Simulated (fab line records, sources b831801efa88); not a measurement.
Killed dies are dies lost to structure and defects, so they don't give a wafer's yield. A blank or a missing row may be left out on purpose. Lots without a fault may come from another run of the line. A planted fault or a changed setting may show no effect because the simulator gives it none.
A struck lot beside a sound one | flow sky130 | 43 steps out of a route of 708
Sound: wafers L841.2, L841.3, L841.6. Struck: wafers L850.2, L850.3, L850.4. The cause comes at the end.
At each step with rows: each side's tool, then ch and its chambers, then its first start. Under that, the readings that differ: sound wafers | struck wafers | difference of the means | sigmas: that difference in standard deviations of wafers without a fault.
alike: readings whose means differ by less than 2 such deviations, and words and numbers that are the same on both sides. not compared: withheld readings, readings that some wafer has no value for, bounds like >300 that may hide the same value, and numbers for which the record gives no deviation and whose values overlap.
The two part at a step that has a row with sigmas, a row that says differs or no value, or rows on one side only. Numbers that don't overlap but have no deviation are shown without sigmas and don't part them. A reading that every wafer of one side lacks parts them only if that side has two wafers or more.

first, 6 steps without rows for these wafers: SKY_POLY_GATE_COAT_07 (resist thk 110 nm); SKY_POLY_GATE_COAT_08 (resist thk 450 nm); SKY_POLY_GATE_SOFTBAKE_09 (time 90 s); SKY_POLY_GATE_EXPOSE_10 (exposes mask P1M, target cd 150 nm); SKY_POLY_GATE_PEB_11; SKY_POLY_GATE_DEVELOP_12 (develop time 60 s).
SKY_POLY_GATE_CD_MEAS_13: target cd 150 nm.
  sound on cd_sem-02, day 17 01:23; struck on cd_sem-02, day 20 05:12
  alike: cd_nm
SKY_POLY_GATE_OVL_MEAS_14:
  sound on overlay-01, day 17 01:30; struck on overlay-02, day 20 05:19
  alike: POLY_GATE_OVL
SKY_POLY_GATE_ETCH_15: etches BARC in N2/H2, stops on SiO2, time 118.5 s, target depth 110 nm.
  sound on rie_diel-02 ch 0,2, day 17 01:32; struck on rie_diel-01 ch 0,1,3, day 20 05:20
  alike: chamber_pressure_mTorr, drypump_motor_current_A, oes_product_au, throttle_valve_pct
  not compared: rf_hours_counter_h
SKY_POLY_GATE_ETCH_16: etches Si3N4 in CH3F/O2, stops on poly-Si, time 147.5 s, target depth 75 nm.
  sound on rie_diel-02 ch 0,2, day 17 01:37; struck on rie_diel-01 ch 0,1,3, day 20 05:25
  alike: ch3f_flow_sccm, chamber_pressure_mTorr, drypump_motor_current_A, oes_product_au, throttle_valve_pct
  not compared: rf_hours_counter_h
SKY_POLY_GATE_ETCH_17: etches poly-Si in HBr/Cl2, stops on SiO2, target depth 180 nm, time 70.5 s.
  sound on rie_si-02 ch 0,2, day 17 01:43; struck on rie_si-02 ch 0,1,2, day 20 05:31
  alike: chamber_pressure_mTorr, drypump_motor_current_A, oes_product_au, throttle_valve_pct
  not compared: rf_hours_counter_h
SKY_POLY_GATE_STRIP_18: strips in O2/N2.
  sound on plasma_asher-03 ch 1, day 17 01:46; struck on plasma_asher-03 ch 0,1, day 20 05:35
  alike: chamber_pressure_mTorr, drypump_motor_current_A, oes_product_au, strip_time_to_endpoint_s
  not compared: rf_hours_counter_h
SKY_POLY_GATE_CLEAN_19: cleans in SC1/SC2, time 150 s.
  sound on wet_bench-03 ch 0, day 17 01:52; struck on wet_bench-03 ch 1, day 20 05:41
then, 1 step without rows for these wafers: SKY_POLY_GATE_OXIDATION_20 (stabilise 600 s, purge 300 s, target thk 4 nm).
SKY_POLY_GATE_THK_MEAS_21:
  sound on film_metro-04, day 17 03:53; struck on film_metro-04, day 20 09:05
  alike: POLY_GATE_OXIDATION_THK
SKY_POLY_GATE_CD_MEAS_22:
  sound on cd_sem-02, day 17 03:58; struck on cd_sem-02, day 20 09:10
  alike: cd_nm
then, 7 steps without rows for these wafers: SKY_LDD_N_DEHYDRATE_00 (time 60 s); SKY_LDD_N_HMDS_01 (prime time 60 s); SKY_LDD_N_COAT_02 (resist thk 306 nm); SKY_LDD_N_SOFTBAKE_03 (time 60 s); SKY_LDD_N_EXPOSE_04 (exposes mask NTM, target cd 840 nm); SKY_LDD_N_PEB_05; SKY_LDD_N_DEVELOP_06 (develop time 60 s).
SKY_LDD_N_OVL_MEAS_07:
  sound on overlay-01, day 18 09:14; struck on overlay-01, day 21 16:05
  alike: LDD_N_OVL
then, 8 steps without rows for these wafers: SKY_LDD_N_IMPLANT_08; SKY_LDD_N_IMPLANT_09; SKY_LDD_N_IMPLANT_10; SKY_LDD_N_IMPLANT_11; SKY_LDD_N_IMPLANT_12; SKY_LDD_N_IMPLANT_13; SKY_LDD_N_IMPLANT_14; SKY_LDD_N_IMPLANT_15.
SKY_LDD_N_STRIP_16: strips in O2/N2.
  sound on plasma_asher-01 ch 0,1, day 18 10:28; struck on plasma_asher-03 ch 0,1, day 21 17:19
  alike: chamber_pressure_mTorr, drypump_motor_current_A, oes_product_au, strip_time_to_endpoint_s
  not compared: rf_hours_counter_h
SKY_LDD_N_TW_MEAS_17:
  sound on film_metro-03, day 18 10:34; struck on film_metro-04, day 21 17:25
  alike: LDD_N_TW
then, 7 steps without rows for these wafers: SKY_LDD_P_DEHYDRATE_00 (time 60 s); SKY_LDD_P_HMDS_01 (prime time 60 s); SKY_LDD_P_COAT_02 (resist thk 1140 nm); SKY_LDD_P_SOFTBAKE_03 (time 60 s); SKY_LDD_P_EXPOSE_04 (exposes mask PSDM, target cd 380 nm); SKY_LDD_P_PEB_05; SKY_LDD_P_DEVELOP_06 (develop time 60 s).
SKY_LDD_P_CD_MEAS_07: target cd 380 nm.
  sound on cd_sem-02, day 19 16:26; struck on cd_sem-01, day 22 23:44
  alike: cd_nm
-- the record jumps here: 26 days lie between the struck wafers' starts before and after (it left off in module LDD_P and takes up again in module PAD_OPEN, whose first step shown is number 708 of the route) --
SKY_PAD_OPEN_PROBE_99:
  sound on prober-02, day 46 12:19; struck on prober-01, day 48 12:44
  reading                                           | sound                | struck               | difference | sigmas
  model.etest.diode_nwell_sub.leak_log10_a_cm2      | -7.47 -7.272 -7.333  | -6.313 -6.45 -6.389  | +0.974     |
  model.etest.diode_dnwell_sub.leak_log10_a_cm2     | -7.366 -7.438 -7.835 | -6.202 -6.407 -6.202 | +1.276     |
  model.etest.diode_pwell_dnwell.leak_log10_a_cm2   | -7.461 -7.362 -7.324 | -6.963 -6.418 -6.785 | +0.660     |
  model.etest.diode_ndiff_pwell_hv.leak_log10_a_cm2 | -6.753 -6.613 -6.642 | -6.154 -6.184 -6.301 | +0.456     |
  model.etest.diode_ndiff_pwell.leak_log10_a_cm2    | -7.165 -7.136 -7.354 | -6.861 -6.826 -6.867 | +0.367     |
  model.etest.diode_pdiff_nwell.leak_log10_a_cm2    | -7.329 -7.218 -7.247 | -6.903 -6.682 -6.94  | +0.423     |
  model.etest.nfet_16v.off_log10_a_um               | -13.89 -13.94 -13.86 | -13.41 -13.47 -13.51 | +0.43      |
  alike: killed_at_M0_to_M3, killed_at_M4_up, killed_at_contacts, killed_at_front_end, killed_at_other, killed_dies, killed_open, killed_short
  not compared: model.etest.diode_pdiff_nwell_hv.leak_log10_a_cm2

WHERE THEY PART
Nowhere in this record.

WHY: what the simulator had put in
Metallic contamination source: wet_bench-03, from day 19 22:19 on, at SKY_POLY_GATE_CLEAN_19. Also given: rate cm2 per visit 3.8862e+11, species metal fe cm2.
